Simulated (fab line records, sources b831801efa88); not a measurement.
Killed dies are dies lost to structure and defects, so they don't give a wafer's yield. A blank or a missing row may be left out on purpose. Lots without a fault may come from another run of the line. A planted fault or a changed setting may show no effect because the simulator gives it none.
Chamber matching | flow gf180mcu | GF_POLY_GATE_ETCH_13 on rie_si-01: 4 sister chambers
The step etches poly-Si in HBr/Cl2, stops on SiO2, target depth 198.5 nm, time 69.6 s. 8 wafers are shown with their chamber, then 8 later ones without.

WAFERS WITH THEIR CHAMBER
wafer  | chamber | oes_product_au (a.u.) | throttle_valve_pct (%)
L671.5 | 2       | 0.995                 | 33.693
L674.2 | 0       | 0.998                 | 33.686
L674.5 | 0       | 1.000                 | 33.688
L679.2 | 1       | 0.989                 | 33.688
L679.3 | 2       | 1.004                 | 33.684
L679.4 | 3       | 0.993                 | 33.684
L680.1 | 3       | 0.997                 | 33.680
L680.3 | 1       | 0.996                 | 33.698

WAFERS WITHOUT THEIR CHAMBER
wafer  | oes_product_au (a.u.) | throttle_valve_pct (%)
L680.6 | 0.995                 | 33.676
L681.3 | 0.985                 | 33.683
L681.4 | 0.998                 | 33.687
L681.5 | 0.997                 | 33.674
L689.5 | 0.992                 | 33.697
L689.6 | 0.993                 | 33.697
L691.3 | 0.991                 | 33.689
L691.4 | 0.993                 | 33.694

WHICH CHAMBER EACH WENT THROUGH
wafer  | from the rows above               | in truth
L680.6 | can't be placed: 3 or 0 or 2      | 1
L681.3 | can't be placed: 3 or 1 or 0 or 2 | 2
L681.4 | can't be placed: 0 or 2 or 3 or 1 | 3
L681.5 | can't be placed: 3 or 0 or 2      | 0
L689.5 | can't be placed: 1 or 2 or 0      | 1
L689.6 | can't be placed: 1 or 2 or 0      | 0
L691.3 | can't be placed: 1 or 3 or 0 or 2 | 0
L691.4 | can't be placed: 1 or 2 or 0      | 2
Placed correctly: 0 of 8. Can't be placed from these rows: 8 (the true chamber is among the candidates in 7). Placed wrongly: 0.
How it was worked out, from the rows above alone: a wafer's distance from a chamber is the root of the sum, over the readings, of the square of ((its reading less the chamber's mean) divided by the reading's scatter). The wafer belongs to the nearest chamber; if the next one is less than 2 further off, it can't be placed. A chamber's mean is the mean of its shown wafers. The scatter: the root of (the sum of the squares of (reading less its chamber's mean) over the shown wafers, divided by (wafers less chambers)).
